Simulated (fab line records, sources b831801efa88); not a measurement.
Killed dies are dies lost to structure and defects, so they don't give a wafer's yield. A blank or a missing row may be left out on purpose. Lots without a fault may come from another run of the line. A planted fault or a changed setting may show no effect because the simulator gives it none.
A struck lot beside a sound one | flow gf180mcu | 27 steps out of a route of 602
Sound: wafers L108.2, L108.5, L108.6. Struck: wafers L101.1, L101.4, L101.5. The cause comes at the end.
At each step with rows: each side's tool, then ch and its chambers, then its first start. Under that, the readings that differ: sound wafers | struck wafers | difference of the means | sigmas: that difference in standard deviations of wafers without a fault.
alike: readings whose means differ by less than 2 such deviations, and words and numbers that are the same on both sides. not compared: withheld readings, readings that some wafer has no value for, bounds like >300 that may hide the same value, and numbers for which the record gives no deviation and whose values overlap.
The two part at a step that has a row with sigmas, a row that says differs or no value, or rows on one side only. Numbers that don't overlap but have no deviation are shown without sigmas and don't part them. A reading that every wafer of one side lacks parts them only if that side has two wafers or more.

first, 1 step without rows for these wafers: GF_V2_ETCH_16 (etches BARC in N2/H2).
GF_V2_ETCH_17: etches SiO2 in C4F8/O2/Ar, stops on TiN, target depth 630 nm.
  sound on rie_diel-01 ch 0,1,3; struck on rie_diel-01 ch 0,3
  alike: oes_product_au
then, 3 steps without rows for these wafers: GF_V2_STRIP_18 (strips in O2/N2); GF_V2_STRIP_19 (strips in post etch residue remover, time 1200 s); GF_V2_CLEAN_20 (cleans in DIW).
GF_V2_SPUTTER_21: material Ti, target thk 15 nm, time 80.02 s.
  sound on pvd_sputter-01, day 25 18:08; struck on pvd_sputter-02, day 23 03:48
  alike: cathode_dc_power_W, chamber_pressure_pa, throttle_valve_pct
GF_V2_SPUTTER_22: material TiN, target thk 10 nm, time 40 s.
  sound on pvd_sputter-01, day 25 18:12; struck on pvd_sputter-02, day 23 03:52
  alike: cathode_dc_power_W, chamber_pressure_pa, throttle_valve_pct
then, 1 step without rows for these wafers: GF_V2_CVD_23 (deposits W, target thk 350 nm, time 104.94 s).
GF_V2_RS_MEAS_24: measures by four-point-probe.
  sound on film_metro-04, day 25 18:22; struck on film_metro-02, day 23 04:01
  alike: V2_W_RS
GF_V2_THK_MEAS_25: measures by xrf.
  sound on film_metro-04, day 25 18:29; struck on film_metro-02, day 23 04:08
  alike: V2_W_THK
then, 1 step without rows for these wafers: GF_V2_CMP_26 (polishes, stops on SiO2, t overpolish 15 s, target thk 0 nm).
GF_M3_SPUTTER_00: material Ti, target thk 37.5 nm, time 150 s.
  sound on pvd_sputter-01, day 25 18:50; struck on pvd_sputter-04, day 23 04:31
  alike: cathode_dc_power_W, chamber_pressure_pa, throttle_valve_pct
GF_M3_SPUTTER_01: material TiN, target thk 30 nm, time 25 s.
  sound on pvd_sputter-01, day 25 18:56; struck on pvd_sputter-04, day 23 04:37
  no value came back on the struck wafers for cathode_dc_power_W (W), chamber_pressure_pa (Pa), throttle_valve_pct (%); on the sound wafers cathode_dc_power_W (W) reads 6501.5 6500.4 6501.0
then, 10 steps without rows for these wafers: GF_M3_SPUTTER_02 (material AlCu, target thk 450 nm, time 23.9 s); GF_M3_SPUTTER_03 (material Ti, target thk 10 nm, time 6.7 s); GF_M3_SPUTTER_04 (material TiN, target thk 50 nm, time 41.7 s); GF_M3_DEHYDRATE_07 (time 60 s); GF_M3_HMDS_08 (prime time 60 s); GF_M3_COAT_09 (resist thk 1000 nm); GF_M3_SOFTBAKE_10 (time 60 s); GF_M3_EXPOSE_11 (exposes mask Metal3, target cd 280 nm); GF_M3_PEB_12 (peb time 90 s); GF_M3_DEVELOP_13 (develop time 60 s).
GF_M3_CD_MEAS_14: target cd 280 nm.
  sound on cd_sem-02, day 26 16:04; struck on cd_sem-02, day 24 03:31
  alike: cd_nm
GF_M3_OVL_MEAS_15:
  sound on overlay-01, day 26 16:11; struck on overlay-02, day 24 03:38
  reading     | sound  | struck   | difference | sigmas
  M3_OVL (nm) | 6 -1 7 | -6 -6 -8 | -11        | -2
GF_M3_METAL_ETCH_16: etches the open film in Cl2/BCl3, stops on SiO2, target depth 627.5 nm, time 104.6 s.
  sound on rie_metal-04 ch 0, day 26 16:14; struck on rie_metal-04 ch 1, day 24 03:40
  reading                     | sound                | struck               | difference | sigmas
  drypump_motor_current_A (A) | 5.20 5.18 5.19       | 5.74 5.76 5.77       | +0.57      | +2
  oes_product_au (a.u.)       | 0.969 0.969 0.972    | 0.946 0.938 0.947    | -0.026     | -4
  throttle_valve_pct (%)      | 28.250 28.245 28.249 | 28.290 28.291 28.291 | +0.043     | +4
  not compared: rf_hours_counter_h
GF_M3_STRIP_17: strips in O2/N2.
  sound on plasma_asher-03 ch 0,1, day 26 16:26; struck on plasma_asher-02 ch 0,1, day 24 03:49
  alike: drypump_motor_current_A, heater_power_w, oes_product_au, strip_time_to_endpoint_s
  not compared: rf_hours_counter_h

WHERE THEY PART
First at GF_M3_SPUTTER_01; last, within this record, at GF_M3_METAL_ETCH_16. Later steps at which nothing parts them and some readings are alike: GF_M3_STRIP_17.

WHY: what the simulator had put in
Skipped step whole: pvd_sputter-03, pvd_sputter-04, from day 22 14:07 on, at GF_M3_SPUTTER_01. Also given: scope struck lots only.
